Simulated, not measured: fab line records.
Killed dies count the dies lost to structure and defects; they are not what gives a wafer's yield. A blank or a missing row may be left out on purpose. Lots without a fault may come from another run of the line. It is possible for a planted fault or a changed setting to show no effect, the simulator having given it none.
Comparing a struck lot with a sound one	flow gf180mcu	13 out of 602 route steps
Sound: these wafers, L268.3, L268.4, L268.6. Wafers struck: L277.1, L277.4, L277.6. At the end, the cause is stated.
Order at every step that has rows: each side's tool, ch and its chambers, its first start. Under that, the readings that differ: sound wafers	struck wafers	difference of the means	sigmas: that difference in standard deviations of wafers without a fault.
alike: words and numbers the same on both sides, and readings whose means are apart by under 2 such deviations; not compared: readings that were withheld, readings missing a value for some wafer, numbers with overlapping values and no deviation given by the record, and bounds like >300 which may hide the same value.
Wherever a step has rows on one side only, a row that says differs or no value, or a row with sigmas, the two part there. Non-overlapping numbers with no deviation appear without sigmas and do not part them. Lack of a reading on every wafer of one side parts them only where that side has two or more wafers.

GF_SAB_OVL_MEAS_10:
  struck on overlay-01, day 20 01:22; sound on overlay-01, day 17 02:05
reading	sound	struck	difference	sigmas
SAB_OVL (nm)	1.7 0.9 1.9	-1.9 -0.6 -2.2	-3.1	-2
GF_SAB_ETCH_11: etches SiO2 in C4F8/O2/Ar, target depth 55 nm, time 8.5 s.
  sound on rie diel-04 ch 1,2,3, day 17 02:06; struck on rie diel-01 ch 1,2,3, day 20 01:24
  alike: bias w, oes product au
then, 1 step without rows for these wafers: GF_SAB_WET_ETCH_12 (etches SiO2 in dHF, target depth 22 nm, time 440 s).
GF_SAB_STRIP_13: strips in O2/N2.
  sound on plasma asher-04 ch 0,1, day 17 02:17; struck on plasma asher-01 ch 0,1, day 20 01:35
  alike: drypump motor current A, heater power w, oes product au, strip time to endpoint s
  not compared: rf hours counter h
then, 2 steps without rows for these wafers: GF_SALICIDE_CLEAN_00 (cleans in SC1/SC2, time 150 s); GF_SALICIDE_WET_ETCH_01 (etches SiO2 in dHF, target depth 5 nm, time 100 s).
GF_SALICIDE_SPUTTER_02: material Co, target thk 10 nm, time 20 s.
  struck on pvd sputter-03, day 20 01:46; sound on pvd sputter-03, day 17 02:27
  alike: cathode dc power W, throttle valve pct
GF_SALICIDE_SPUTTER_03: material TiN, target thk 20 nm, time 16.7 s.
  struck on pvd sputter-03, day 20 01:47; sound on pvd sputter-03, day 17 02:29
  alike: cathode dc power W, throttle valve pct
GF_SALICIDE_RS_MEAS_04: measurement is done with a four-point probe.
  struck on film metro-02, day 20 01:49; sound on film metro-02, day 17 02:32
  alike: SALICIDE_TIN_RS
GF_SALICIDE_THK_MEAS_05: measures by xrf.
  struck on film metro-02, day 20 01:56; sound on film metro-02, day 17 02:38
  alike: SALICIDE_TIN_THK
GF_SALICIDE_RTA_06: time 30 s.
  sound on rtp anneal-01 ch 0, day 17 02:43; struck on rtp anneal-01 ch 0, day 20 02:00
  alike: anneal temp c max, chamber o2 ppm, lamp power pct, wafer_temp_C_max
then, 1 step without rows for these wafers: GF_SALICIDE_WET_ETCH_07 (etches the open film in SPM, target depth 120 nm).
GF_SALICIDE_RTA_08: time 30 s.
  struck on rtp anneal-02, day 20 02:13; sound on rtp anneal-02 ch 0, day 17 02:55
  no value came back on the struck wafers for anneal temp c max, chamber o2 ppm, lamp power pct (%), wafer_temp_C_max; on the sound wafers anneal temp c max reads 801.5 801.6 801.6

## WHERE THEY PART
Last at GF_SALICIDE_RTA_08 as far as this record goes, first at GF_SAB_OVL_MEAS_10.

WHY: whatever the simulator had introduced
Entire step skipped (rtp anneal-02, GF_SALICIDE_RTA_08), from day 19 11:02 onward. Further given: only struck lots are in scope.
